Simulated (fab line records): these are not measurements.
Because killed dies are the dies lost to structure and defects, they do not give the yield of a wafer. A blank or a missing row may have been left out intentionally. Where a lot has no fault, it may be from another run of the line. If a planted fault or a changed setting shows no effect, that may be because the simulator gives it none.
2 desks, one fault :: flow sky130 :: every desk sees just its own numbers, and what lay behind them comes last

== THE METROLOGY DESK ==
Lot by lot, what the gauges showed, no matter which tool ran the lot: averages of those sampled wafers that carry a number. Any lot whose mean is over 4 standard deviations away from the usual mean is out of limits and marked OUT; that distance is given in the brackets.
Columns: A = VIA3_BOW at SKY_VIA3_BOW_MEAS_03, usual 79 um; B = cd nm at SKY_VIA3_CD_MEAS_12, usual 200.0 nm
lot: L836
first seen here: day 38 23:13
A: 79
B: 201.4

lot: L837
first seen here: day 39 05:34
A: 87
B: 202.6

lot: L838
first seen here: day 39 10:23
A: 78
B: 200.2

lot: L839
first seen here: day 40 07:05
A: 80
B: 200.7

lot: L844
first seen here: day 42 04:10
A: 68
B: 195.7

lot: L845
first seen here: day 42 06:34
A: 80
B: 192.6 (-5.3) OUT

lot: L847
first seen here: day 42 07:44
A: 87
B: 200.6

lot: L849
first seen here: day 42 17:11
A: 83
B: 200.7

lot: L848
first seen here: day 43 02:28
A: 76
B: 199.0

lot: L855
first seen here: day 44 07:38
A: 82
B: 197.7

lot: L857
first seen here: day 45 06:26
A: 78
B: 199.0

lot: L859
first seen here: day 45 13:00
A: 66
B: 199.4
This desk's verdict: out of limits on L845, starting with L845 at day 43 06:15 (cd nm at SKY_VIA3_CD_MEAS_12). In limits: L836, L837, L838, L839, L844, L847, L849, L848, L855, L857, L859.

== TOOL OWNER'S DESK, krf scanner-01 ==
The tool's own readings at SKY_VIA3_EXPOSE_09 (exposes mask VIM3, target cd 200 nm): means of the sampled wafers that have a number, for each lot that ran on this tool. Any lot whose mean is over 4 standard deviations away from the usual mean is out of limits and marked OUT; that distance is given in the brackets.
Columns: A = exposure dose mJ cm2 at SKY_VIA3_EXPOSE_09, usual 38.01
lot: L837
first seen here: day 39 20:06
A: 37.98

lot: L839
first seen here: day 40 20:21
A: 38.00

lot: L844
first seen here: day 42 16:49
A: 38.37 (+9.2) OUT

lot: L845
first seen here: day 42 19:25
A: 38.38 (+9.4) OUT
This desk's verdict: out of limits on L844, L845, starting with L844 at day 42 16:49 (exposure dose mJ cm2 at SKY_VIA3_EXPOSE_09). In limits: L837, L839.

== ALL TOGETHER ==
An alarm could have come from the tool owner's desk at day 42 16:49, on L844, L845.
The metrology desk could have raised an alarm at day 43 06:15, on L845.
The metrology desk holds a record of L844, inside its limits.
Every lot named ran SKY_VIA3_EXPOSE_09 on krf scanner-01.

== WHAT HAD BEEN PUT IN BY THE SIMULATOR ==
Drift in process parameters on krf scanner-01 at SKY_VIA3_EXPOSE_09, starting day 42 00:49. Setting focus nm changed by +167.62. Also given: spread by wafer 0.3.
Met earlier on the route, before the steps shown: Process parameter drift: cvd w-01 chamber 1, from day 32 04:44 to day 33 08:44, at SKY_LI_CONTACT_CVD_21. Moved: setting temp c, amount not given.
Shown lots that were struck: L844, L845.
Hours from the fault's start to each desk's first reading out of limits: the tool owner's desk, 16; the metrology desk, 29.
